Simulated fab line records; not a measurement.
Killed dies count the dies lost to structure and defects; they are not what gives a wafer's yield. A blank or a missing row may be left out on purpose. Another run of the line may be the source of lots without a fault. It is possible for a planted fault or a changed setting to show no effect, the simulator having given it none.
Which tool did it? :: flow sky130 :: 6 lots with 18 wafers sampled at 3 steps, on a route of 708 steps

== WHAT EACH GAUGE READ, for each wafer ==
SKY_VT_ADJUST_LVTN_TW_MEAS_10.
lot: L597
measured: day 7 18:31
on: film-metro-02
VT_ADJUST_LVTN_TW: 240.2 240.0 240.7

lot: L600
measured: day 8 15:59
on: film-metro-01
VT_ADJUST_LVTN_TW: 231.9 231.4 231.7

lot: L605
measured: day 9 20:13
on: film-metro-02
VT_ADJUST_LVTN_TW: 240.5 239.3 240.5

lot: L612
measured: day 11 23:08
on: film-metro-02
VT_ADJUST_LVTN_TW: 240.9 240.8 240.7

lot: L614
measured: day 12 13:33
on: film-metro-04
VT_ADJUST_LVTN_TW: 243.8 243.3 243.7

lot: L616
measured: day 13 01:09
on: film-metro-02
VT_ADJUST_LVTN_TW: 239.5 240.3 239.6

== EACH LOT AND THE TOOL THAT RAN IT (in order: tool; ch and the chambers of the sampled wafers; start) ==
lot: L597
SKY_NWELL_RTA_28: rtp-anneal-01 ch 0, day 6 02:54
SKY_VT_ADJUST_LVTN_IMPLANT_08: implanter-02 ch 0, day 7 18:17

lot: L600
SKY_NWELL_RTA_28: rtp-anneal-02 ch 0, day 6 22:06
SKY_VT_ADJUST_LVTN_IMPLANT_08: implanter-02 ch 0, day 8 15:46

lot: L605
SKY_NWELL_RTA_28: rtp-anneal-01 ch 0, day 8 02:36
SKY_VT_ADJUST_LVTN_IMPLANT_08: implanter-03 ch 0, day 9 19:59

lot: L612
SKY_NWELL_RTA_28: rtp-anneal-02 ch 0, day 9 23:16
SKY_VT_ADJUST_LVTN_IMPLANT_08: implanter-04 ch 0, day 11 22:53

lot: L614
SKY_NWELL_RTA_28: rtp-anneal-01 ch 0, day 10 14:40
SKY_VT_ADJUST_LVTN_IMPLANT_08: implanter-04 ch 0, day 12 13:18

lot: L616
SKY_NWELL_RTA_28: rtp-anneal-01 ch 0, day 11 00:43
SKY_VT_ADJUST_LVTN_IMPLANT_08: implanter-04 ch 0, day 13 00:54
- SKY_NWELL_RTA_28: time 30 s.
- SKY_VT_ADJUST_LVTN_IMPLANT_08

== THE ANSWER, worked out from the rows above alone ==
Rule: what is usual is taken from the lots themselves. Put in order of their means at a reading, lots are off if they are a third of the lots or fewer, leave a main group of 4 or more, and stand apart from it by a gap of 3 or more times the standard deviation of the main group's means; of several such gaps the widest counts. A main group whose means are all the same, to the digits that the tables above print for the reading, isn't used. A lot without any number at a reading at which 4 lots or more have one is off too. The other lots that the step has rows for count as sound.
Off: L600, at SKY_VT_ADJUST_LVTN_TW_MEAS_10 (VT_ADJUST_LVTN_TW). The main group has a mean of 240.9 with a standard deviation of 1.4.
A tool fits if, at a process step before that reading, it ran every lot that is off, and no sound lot after the first of them. The gauges at SKY_VT_ADJUST_LVTN_TW_MEAS_10 are tried like those tools. Undecided on this evidence; 2 tools fit (implanter-02 at SKY_VT_ADJUST_LVTN_IMPLANT_08, film-metro-01 at SKY_VT_ADJUST_LVTN_TW_MEAS_10).

== WHAT WAS PUT IN BY THE SIMULATOR ==
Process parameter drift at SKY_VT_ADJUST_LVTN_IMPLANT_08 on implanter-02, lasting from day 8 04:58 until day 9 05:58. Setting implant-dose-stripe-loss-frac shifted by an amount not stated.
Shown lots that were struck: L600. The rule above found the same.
